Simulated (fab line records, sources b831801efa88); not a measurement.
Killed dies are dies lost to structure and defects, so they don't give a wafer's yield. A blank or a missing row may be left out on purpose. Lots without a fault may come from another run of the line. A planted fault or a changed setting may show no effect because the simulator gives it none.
Problem report in the 8D (eight disciplines) form, filled by code | flow sky130 | the parts of the form that need people (team, actions taken, sign-off) are left out

1. THE PROBLEM
FIELD_ISO_OXIDATION_00_THK at SKY_FIELD_ISO_THK_MEAS_02 reads a mean of 18.86 nm on 6 wafers of 2 lots; wafers without a fault read 12.09 nm with a standard deviation of 0.25. That is +27 standard deviations from the usual mean.
First seen on wafer L993.1, day 4 14:38, on film_metro-03. The record holds 33 wafers of 11 lots with a number at this step. Rule for "out", or "out of limits": more than 4 standard deviations from the usual mean. The other wafers with a number count as sound.

2. WHAT IT IS AND WHAT IT IS NOT
question                    | is                           | is not
which readings at this step | FIELD_ISO_OXIDATION_00_THK   | -
which lots                  | L993, L994                   | L100, L979, L980, L981, L984, L985, L996, L997, L999
which wafers of those lots  | all that have a number       | -
read on which gauges        | film_metro-03, film_metro-04 | film_metro-02
when                        | from day 4 14:38             | up to then (15 sound wafers); but 12 sound wafers of L100, L996, L997, L999 came after

3. SUSPECTS, AND WHAT RULES EACH OUT
Counting: a tool at a process step up to the reading stays a suspect if it ran every lot that is out and no sound lot after the first of them.
- the gauge at SKY_FIELD_ISO_THK_MEAS_02: ruled out. The wafers that are out were read on 2 gauges (film_metro-03, film_metro-04).
- furnace-01 at SKY_FIELD_ISO_OXIDATION_01 (stabilise 600 s, purge 300 s, target thk 12 nm): kept. It ran every lot that is out, first L993 (day 4 13:07), and no sound lot after that; its last sound lot up to then is L985 (day 2 21:16). Its own readings are out on those wafers: spike_tc_bottom_C, spike_tc_centre_C, spike_tc_lower_C, spike_tc_top_C, spike_tc_upper_C, tube_center_temp_C, tube_center_temp_C_max, zone_power_bottom_pct, zone_power_centre_pct, zone_power_top_pct.
Left after counting: furnace-01 at SKY_FIELD_ISO_OXIDATION_01.

4. THE CAUSE (what the simulator had put in)
Process parameter drift: furnace-01, from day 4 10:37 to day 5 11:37, at SKY_FIELD_ISO_OXIDATION_01. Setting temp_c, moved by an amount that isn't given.
Counting left only this tool.

5. THE CHAIN OF EFFECTS, in route order
Each row: a reading whose mean over the struck wafers that have a number lies more than 3 standard deviations from the usual. Only readings for which the record gives a usual standard deviation are gone through. hours: the time from each lot's start at the first step in this table that gives one to its start at this step, as a median over the lots. sigmas: the change in usual standard deviations.
hours | step                       | reading                    | usual    | on struck wafers | change | sigmas
0     | SKY_FIELD_ISO_OXIDATION_01 | spike_tc_bottom_C          | 918.7 C  | 963.5            | +44.8  | +41
0     | SKY_FIELD_ISO_OXIDATION_01 | spike_tc_centre_C          | 900.0 C  | 944.5            | +44.5  | +40
0     | SKY_FIELD_ISO_OXIDATION_01 | spike_tc_lower_C           | 899.8 C  | 944.4            | +44.6  | +45
0     | SKY_FIELD_ISO_OXIDATION_01 | spike_tc_top_C             | 912 C    | 951              | +39    | +8.0
0     | SKY_FIELD_ISO_OXIDATION_01 | spike_tc_upper_C           | 899.6 C  | 944.6            | +45.0  | +41
0     | SKY_FIELD_ISO_OXIDATION_01 | tube_center_temp_C         | 900 C    | 945              | +45    | +99 or more
0     | SKY_FIELD_ISO_OXIDATION_01 | tube_center_temp_C_max     | 902.3    | 947.0            | +44.7  | +99 or more
0     | SKY_FIELD_ISO_OXIDATION_01 | zone_power_bottom_pct      | 26.2 %   | 30.2             | +4.0   | +5.6
0     | SKY_FIELD_ISO_OXIDATION_01 | zone_power_centre_pct      | 19.2 %   | 22.2             | +3.0   | +4.9
0     | SKY_FIELD_ISO_OXIDATION_01 | zone_power_top_pct         | 36.8 %   | 39.6             | +2.8   | +5.9
0     | SKY_FIELD_ISO_OXIDATION_01 | zone_power_upper_pct       | 18.9 %   | 22.5             | +3.6   | +3.3
2     | SKY_FIELD_ISO_THK_MEAS_02  | FIELD_ISO_OXIDATION_00_THK | 12.09 nm | 18.86            | +6.77  | +27
The process steps in it:
- SKY_FIELD_ISO_OXIDATION_01: stabilise 600 s, purge 300 s, target thk 12 nm.
Later measuring or inspecting steps at which every struck wafer that the step has a row for has a number for every such reading, and none has moved that far: SKY_NWELL_RS_MEAS_31.

6. WHAT WOULD HAVE CAUGHT IT SOONER
In this record the first reading out of limits at a measuring or inspecting step was taken at day 4 14:38, 4 hours after the fault began at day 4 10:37.
The tool's own readings at SKY_FIELD_ISO_OXIDATION_01 were out on every struck wafer that the step has a row for (spike_tc_bottom_C, spike_tc_centre_C, spike_tc_lower_C, spike_tc_top_C, spike_tc_upper_C, tube_center_temp_C, tube_center_temp_C_max, zone_power_bottom_pct, zone_power_centre_pct, zone_power_top_pct): an alarm limit on them would have fired on the first of those.
Of the lots that are out (2), L994 began SKY_FIELD_ISO_OXIDATION_01 on furnace-01 after day 4 14:38. A hold on the tool at that time would have spared it.
